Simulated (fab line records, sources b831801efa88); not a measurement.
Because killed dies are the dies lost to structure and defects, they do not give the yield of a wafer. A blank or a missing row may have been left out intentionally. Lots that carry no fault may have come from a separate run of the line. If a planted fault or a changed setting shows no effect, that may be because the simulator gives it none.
Which tool is to blame? :: flow gf180mcu :: route of 602 steps, sampled at 1 step: 6 lots, 18 wafers

WHAT THE GAUGES SHOWED, per wafer
GF_M4_OVL_MEAS_15.
lot: L232
measured: day 24 10:07
on: overlay-01
M4_OVL (nm): 12 2 3

lot: L235
measured: day 25 16:11
on: overlay-02
M4_OVL (nm): 1 6 1

lot: L237
measured: day 26 18:50
on: overlay-01
M4_OVL (nm): 7 8 7

lot: L243
measured: day 28 14:47
on: overlay-02
M4_OVL (nm): 0 8 9

lot: L247
measured: day 29 03:57
on: overlay-01
M4_OVL (nm): 3 7 5

lot: L250
measured: day 29 22:19
on: overlay-02
M4_OVL (nm): 6 4 1

WHICH TOOL RAN EACH LOT (tool, then ch and the chambers of the sampled wafers, then the start)
Before these readings, the record contains no process step.

THE ANSWER, worked out from the rows above alone
Rule: usual is defined by the lots themselves. The widest of any qualifying gaps counts: lots, ordered by their means at a reading, are off when they make up no more than a third of the lots, leave a main group of 4 or more, and stand apart from it by 3 or more times the standard deviation of that group's means. A main group whose means are all the same, to the digits that the tables above print for the reading, isn't used. Also off: a lot with no number at a reading for which 4 or more lots have one. Any other lot the step has rows for is counted as sound.
None of the lots is off at any reading shown; this tells nothing.

WHAT THE SIMULATOR PUT IN
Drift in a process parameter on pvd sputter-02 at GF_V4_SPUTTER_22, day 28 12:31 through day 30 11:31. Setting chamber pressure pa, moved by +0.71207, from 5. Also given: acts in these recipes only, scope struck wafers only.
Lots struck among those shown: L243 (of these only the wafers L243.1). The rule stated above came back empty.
